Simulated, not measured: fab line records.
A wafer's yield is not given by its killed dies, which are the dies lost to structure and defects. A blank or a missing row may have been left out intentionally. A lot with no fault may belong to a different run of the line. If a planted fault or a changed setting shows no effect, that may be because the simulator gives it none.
What tool caused it? + flow sky130 + 12 lots (36 wafers sampled), 1 step of a 708-step route

WHAT THE GAUGES READ, wafer by wafer
SKY_FIELD_ISO_BOW_MEAS_00.
| lot  | measured    | on            | INCOMING_BOW (um) |
|------|-------------|---------------|-------------------|
| L075 | day 1 15:01 | film metro-01 | 7 0 4             |
| L077 | day 2 01:01 | film metro-04 | 5 2 6             |
| L079 | day 2 11:03 | film metro-01 | 2 -13 -5          |
| L081 | day 2 21:02 | film metro-03 | 11 0 15           |
| L083 | day 3 07:01 | film metro-04 | 6 -6 6            |
| L085 | day 3 17:01 | film metro-01 | 1 -2 2            |
| L087 | day 4 03:02 | film metro-01 | 6 -8 -1           |
| L089 | day 4 13:00 | film metro-01 | 2 9 -2            |
| L091 | day 4 23:02 | film metro-01 | 6 4 2             |
| L093 | day 5 09:02 | film metro-01 | -3 -4 10          |
| L095 | day 5 19:01 | film metro-04 | 8 -1 -6           |
| L097 | day 6 05:00 | film metro-03 | 0 -6 7            |

TOOL THAT RAN EACH LOT (tool first, then ch and the chambers of the sampled wafers, then the start)
Before these readings, the record contains no process step.

THE ANSWER, worked out from the rows above alone
Rule: what is usual is taken from the lots themselves. The widest of any qualifying gaps counts: lots, ordered by their means at a reading, are off when they make up no more than a third of the lots, leave a main group of 4 or more, and stand apart from it by 3 or more times the standard deviation of that group's means. Not used: any main group whose means are identical at the precision the tables above print for the reading. A lot without any number at a reading at which 4 lots or more have one is off too. Any other lot the step has rows for is counted as sound.
None of the lots is off at any reading shown; this tells nothing.

WHAT THE SIMULATOR PUT IN
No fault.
